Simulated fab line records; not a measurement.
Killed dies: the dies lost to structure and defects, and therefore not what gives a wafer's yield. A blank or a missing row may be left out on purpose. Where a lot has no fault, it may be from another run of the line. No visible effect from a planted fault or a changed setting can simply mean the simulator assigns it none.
Comparing a struck lot with a sound one + flow sky130 + 16 steps out of a route of 708
Sound: these wafers, L849.1, L849.2, L849.6. Wafers L863.1, L863.3, L863.4 were the ones struck. The cause comes at the end.
Per side, at each step with rows, come the tool, then ch with its chambers, and then its first start. Under that, the readings that differ: sound wafers + struck wafers + difference of the means + sigmas: that difference in standard deviations of wafers without a fault.
alike: same words and numbers on both sides, and readings whose means sit less than 2 such deviations apart. not compared: any withheld reading, any reading some wafer has no value for, any bound like >300 that may hide the same value, and any number with overlapping values for which the record gives no deviation.
A row with sigmas, a row that says differs or no value, or rows on one side alone: a step with any of these is where the two part. Numbers that don't overlap but have no deviation are shown without sigmas and don't part them. A reading missing from all wafers of one side parts the sides only when that side holds two or more wafers.

first, 3 steps without rows for these wafers: SKY_LI_CONTACT_EXPOSE_09 (exposes mask LICM1, target cd 170 nm); SKY_LI_CONTACT_PEB_10; SKY_LI_CONTACT_DEVELOP_11 (develop time 60 s).
SKY_LI_CONTACT_CD_MEAS_12: the cd target is 170 nm.
  sound on cd sem-02 at day 30 21:17; struck on cd sem-02 at day 36 03:01
  alike: cd nm
SKY_LI_CONTACT_OVL_MEAS_13:
  sound on overlay-02 at day 30 21:24; struck on overlay-02 at day 36 03:08
  alike: LI_CONTACT_OVL
SKY_LI_CONTACT_ETCH_14: etches BARC in N2/H2, stops on SiO2, time 45.9 s, target depth 60 nm.
  sound on rie diel-03 ch 1,2,3, day 30 21:26; struck on rie diel-02 ch 0,1,3, day 36 03:10
  alike: drypump motor current A, oes product au, throttle valve pct
  not compared: rf hours counter h
SKY_LI_CONTACT_ETCH_15: etches PSG in C4F8/O2/Ar, stops on Si, target depth 600 nm.
  sound on rie diel-03 ch 1,2,3, day 30 21:29; struck on rie diel-02 ch 0,1,3, day 36 03:13
  alike: oes product au
SKY_LI_CONTACT_STRIP_16: strips in O2/N2.
  sound on plasma asher-02 ch 0,1, day 30 21:34; struck on plasma asher-03 ch 0,1, day 36 03:18
  alike: drypump motor current A, oes product au, strip time to endpoint s
  not compared: rf hours counter h
then, 2 steps without rows for these wafers: SKY_LI_CONTACT_CLEAN_17 (cleans in NMP, time 600 s); SKY_LI_CONTACT_PRE_CLEAN_18 (time 5.6 s).
SKY_LI_CONTACT_SPUTTER_19: material Ti, target thk 20 nm, time 106.37 s.
  sound on pvd sputter-01 at day 30 21:52; struck on pvd sputter-04 at day 36 03:35
  alike: throttle valve pct
SKY_LI_CONTACT_SPUTTER_20: material TiN, target thk 20 nm, time 80 s.
  sound on pvd sputter-01 at day 30 21:56; struck on pvd sputter-04 at day 36 03:40
  alike: throttle valve pct
SKY_LI_CONTACT_CVD_21: deposits W, target thk 400 nm, time 120.56 s.
  sound on cvd w-02 ch 0,1, day 30 22:00; struck on cvd w-02 ch 0,1, day 36 03:44
| reading                                  | sound             | struck            | difference | sigmas |
|------------------------------------------|-------------------|-------------------|------------|--------|
| model.W_of_LI_CONTACT_CVD_21.thk nm (nm) | 393.8 390.8 395.5 | 451.9 448.6 442.8 | +54.4      |        |
  alike: heater power outer w, heater power w, susceptor temp C
SKY_LI_CONTACT_RS_MEAS_22: measurement is done with a four-point probe.
  sound on film metro-03 at day 30 22:07; struck on film metro-02 at day 36 04:08
| reading                  | sound             | struck            | difference | sigmas |
|--------------------------|-------------------|-------------------|------------|--------|
| LI_CONTACT_W_RS (ohm/sq) | 0.289 0.291 0.288 | 0.252 0.253 0.257 | -0.035     | -10    |
  not compared: hold
SKY_LI_CONTACT_THK_MEAS_23: measures by xrf.
  sound on film metro-03 at day 30 22:14; struck on film metro-02 at day 36 11:49
| reading               | sound       | struck      | difference | sigmas |
|-----------------------|-------------|-------------|------------|--------|
| LI_CONTACT_W_THK (nm) | 403 401 407 | 469 468 460 | +62        | +12    |
  not compared: hold
then, 1 step without rows for these wafers: SKY_PAD_OPEN_PROBE_99.

WHERE THEY PART
Earliest at SKY_LI_CONTACT_RS_MEAS_22; latest, in this record, at SKY_LI_CONTACT_THK_MEAS_23.

WHY: what had been put in by the simulator
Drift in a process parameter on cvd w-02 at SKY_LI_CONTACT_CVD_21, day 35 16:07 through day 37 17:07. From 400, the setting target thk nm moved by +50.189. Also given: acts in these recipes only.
